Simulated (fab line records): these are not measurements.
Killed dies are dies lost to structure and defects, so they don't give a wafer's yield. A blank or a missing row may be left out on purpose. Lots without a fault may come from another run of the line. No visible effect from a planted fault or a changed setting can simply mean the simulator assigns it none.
The tool behind it: which one? ; flow sky130 ; 13 lots with 39 wafers sampled at 5 steps, on a route of 708 steps

WHAT THE GAUGES READ, wafer by wafer
SKY_VT_ADJUST_LVTN_TW_MEAS_10.
lot;measured;on;VT_ADJUST_LVTN_TW
L236;day 6 18:31;film metro-01;239.1 238.8 239.9
L239;day 7 14:50;film metro-02;245.7 246.9 245.8
L240;day 7 19:48;film metro-01;238.6 240.1 240.4
L241;day 8 06:13;film metro-02;244.3 243.5 243.5
L242;day 8 13:23;film metro-01;237.2 238.0 238.9
L243;day 8 20:31;film metro-04;242.1 242.0 241.5
L246;day 9 14:47;film metro-04;241.3 239.9 241.8
L252;day 11 14:54;film metro-04;240.7 240.6 239.7
L253;day 11 21:37;film metro-01;238.6 239.9 238.1
L254;day 12 04:55;film metro-01;239.1 240.5 238.2
L255;day 12 09:16;film metro-02;244.4 243.8 245.3
L256;day 12 13:41;film metro-02;244.9 245.0 243.8
L258;day 13 05:13;film metro-04;240.7 240.4 241.9

SKY_LDD_HVN_TW_MEAS_10.
lot;measured;on;LDD_HVN_TW
L236;day 20 02:58;film metro-03;1438 1436 1431
L239;day 21 11:43;film metro-03;1432 1435 1428
L240;day 21 15:16;film metro-03;1440 1432 1433
L241;day 22 04:50;film metro-01;1419 1420 1421
L242;day 22 19:10;film metro-01;1433 1416 1428
L243;day 22 23:53;film metro-02;1442 1448 1446
L246;day 24 01:17;film metro-03;41 41 41
L252;day 26 15:41;film metro-01;1423 1430 1424
L253;day 27 03:46;film metro-01;1432 1432 1425
L254;day 27 07:37;film metro-03;1428 1432 1435
L255;day 27 14:07;film metro-03;1436 1445 1435
L256;day 27 17:13;film metro-02;1450 1454 1460
L258;day 28 12:50;film metro-01;1419 1417 1422

WHICH TOOL RAN EACH LOT (tool, then ch and the chambers of the sampled wafers, then the start)
lot;SKY_FIELD_ISO_STRIP_16;SKY_LDD_P_STRIP_10;SKY_LDD_HVN_STRIP_09
L236;plasma asher-03 ch 0,1, day 2 05:39;plasma asher-01 ch 0,1, day 18 18:42;plasma asher-02 ch 0,1, day 20 02:52
L239;plasma asher-02 ch 0,1, day 2 20:57;plasma asher-04 ch 1, day 20 04:58;plasma asher-01 ch 1, day 21 11:37
L240;plasma asher-03 ch 0, day 3 00:52;plasma asher-04 ch 0,1, day 20 08:00;plasma asher-01 ch 0, day 21 15:10
L241;plasma asher-02 ch 0,1, day 3 07:38;plasma asher-03 ch 0,1, day 20 22:21;plasma asher-03 ch 0,1, day 22 04:44
L242;plasma asher-04 ch 0,1, day 3 14:41;plasma asher-04 ch 0,1, day 21 12:39;plasma asher-01 ch 0,1, day 22 19:04
L243;plasma asher-02 ch 0,1, day 3 17:40;plasma asher-01 ch 0,1, day 21 17:27;plasma asher-02 ch 1, day 22 23:47
L246;plasma asher-02 ch 0,1, day 4 09:10;plasma asher-01 ch 0,1, day 22 18:48;plasma asher-03 ch 0,1, day 24 01:11
L252;plasma asher-03 ch 0,1, day 5 16:39;plasma asher-04 ch 0,1, day 25 10:23;plasma asher-02 ch 0,1, day 26 15:35
L253;plasma asher-03 ch 0,1, day 5 20:55;plasma asher-03 ch 0,1, day 25 23:00;plasma asher-01 ch 0,1, day 27 03:40
L254;plasma asher-02 ch 0,1, day 6 02:23;plasma asher-01 ch 0,1, day 26 02:17;plasma asher-03 ch 0,1, day 27 07:31
L255;plasma asher-02 ch 0,1, day 6 06:07;plasma asher-01 ch 0,1, day 26 09:33;plasma asher-03 ch 0,1, day 27 14:01
L256;plasma asher-03 ch 0,1, day 6 16:05;plasma asher-03 ch 0,1, day 26 12:12;plasma asher-03 ch 0,1, day 27 17:07
L258;plasma asher-02 ch 0,1, day 7 04:56;plasma asher-01 ch 0,1, day 27 08:05;plasma asher-01 ch 0,1, day 28 12:44
- SKY_FIELD_ISO_STRIP_16: strips in O2/N2.
- SKY_LDD_P_STRIP_10: strips in O2/N2.
- SKY_LDD_HVN_STRIP_09: strips in O2/N2.

AS READ BY THE TOOLS THEMSELVES (means over the sampled wafers that have a number; for cases with no such wafer, the mark the record gives instead)
SKY_FIELD_ISO_STRIP_16.
lot;tool;drypump motor current A (A);n2 flow sccm (sccm);oes product au (a.u.);strip time to endpoint s (s)
L236;plasma asher-03;5.8;300.0;0.377;3.50
L239;plasma asher-02;5.5;299.8;0.377;3.54
L240;plasma asher-03;6.0;299.4;0.380;3.56
L241;plasma asher-02;5.1;299.9;0.379;3.52
L242;plasma asher-04;6.0;299.2;0.380;3.54
L243;plasma asher-02;5.5;299.2;0.382;3.55
L246;plasma asher-02;5.4;300.1;0.382;3.55
L252;plasma asher-03;5.6;300.1;0.375;3.55
L253;plasma asher-03;5.6;300.7;0.381;3.55
L254;plasma asher-02;5.5;300.4;0.374;3.55
L255;plasma asher-02;5.1;299.4;0.381;3.60
L256;plasma asher-03;5.6;300.6;0.379;3.54
L258;plasma asher-02;5.1;300.6;0.376;3.54

SKY_LDD_P_STRIP_10.
lot;tool;drypump motor current A (A);n2 flow sccm (sccm);oes product au (a.u.);strip time to endpoint s (s)
L236;plasma asher-01;5.7;300.2;0.716;14.15
L239;plasma asher-04;5.5;299.2;0.719;14.19
L240;plasma asher-04;6.0;300.0;0.716;14.19
L241;plasma asher-03;5.6;300.3;0.714;14.17
L242;plasma asher-04;5.9;301.5;0.713;14.19
L243;plasma asher-01;5.9;299.6;0.715;14.14
L246;plasma asher-01;5.8;300.4;0.948;-
L252;plasma asher-04;5.7;298.9;0.715;14.19
L253;plasma asher-03;5.6;300.4;0.713;14.21
L254;plasma asher-01;5.8;299.8;0.713;14.18
L255;plasma asher-01;6.0;299.5;0.721;14.19
L256;plasma asher-03;5.8;301.3;0.719;14.20
L258;plasma asher-01;5.9;299.8;0.716;14.22

SKY_LDD_HVN_STRIP_09.
lot;tool;drypump motor current A (A);n2 flow sccm (sccm);oes product au (a.u.);strip time to endpoint s (s)
L236;plasma asher-02;5.5;299.8;0.405;4.125
L239;plasma asher-01;5.5;299.7;0.410;4.144
L240;plasma asher-01;6.1;299.7;0.406;4.136
L241;plasma asher-03;5.8;300.5;0.407;4.139
L242;plasma asher-01;5.8;300.4;0.410;4.131
L243;plasma asher-02;4.8;299.4;0.413;4.135
L246;plasma asher-03;5.8;299.9;0.563;8.047
L252;plasma asher-02;5.1;299.4;0.408;4.142
L253;plasma asher-01;5.9;301.2;0.412;4.117
L254;plasma asher-03;5.6;299.7;0.410;4.129
L255;plasma asher-03;5.6;299.7;0.408;4.137
L256;plasma asher-03;5.8;300.2;0.410;4.136
L258;plasma asher-01;5.9;299.5;0.410;4.117

THE ANSWER, worked out from the rows above alone
Rule: the lots themselves supply what counts as usual. Put in order of their means at a reading, lots are off if they are a third of the lots or fewer, leave a main group of 4 or more, and stand apart from it by a gap of 3 or more times the standard deviation of the main group's means; of several such gaps the widest counts. The tables above print the reading to a certain number of digits; a main group whose means all agree to those digits is not used. Also off: a lot with no number at a reading for which 4 or more lots have one. All remaining lots with rows at the step are treated as sound. Order of review: gauges by route order, followed by the tools' own readings, for which a lot's mean as printed above is used. The first step at which some lot is off is used, and at that step the reading that is off furthest; a lot without a number counts as furthest.
Off: L246, seen at SKY_LDD_HVN_TW_MEAS_10 (LDD_HVN_TW). The main group has a mean of 1433 with a standard deviation of 9.7.
A tool fits if, at a process step before that reading, it ran every lot that is off, and no sound lot after the first of them. The gauges at SKY_LDD_HVN_TW_MEAS_10 aren't tried: what is off there is off at SKY_LDD_P_STRIP_10 too, on other tools, and a gauge's error can't cause that. No candidate that was tried fits.

WHAT WAS PUT IN BY THE SIMULATOR
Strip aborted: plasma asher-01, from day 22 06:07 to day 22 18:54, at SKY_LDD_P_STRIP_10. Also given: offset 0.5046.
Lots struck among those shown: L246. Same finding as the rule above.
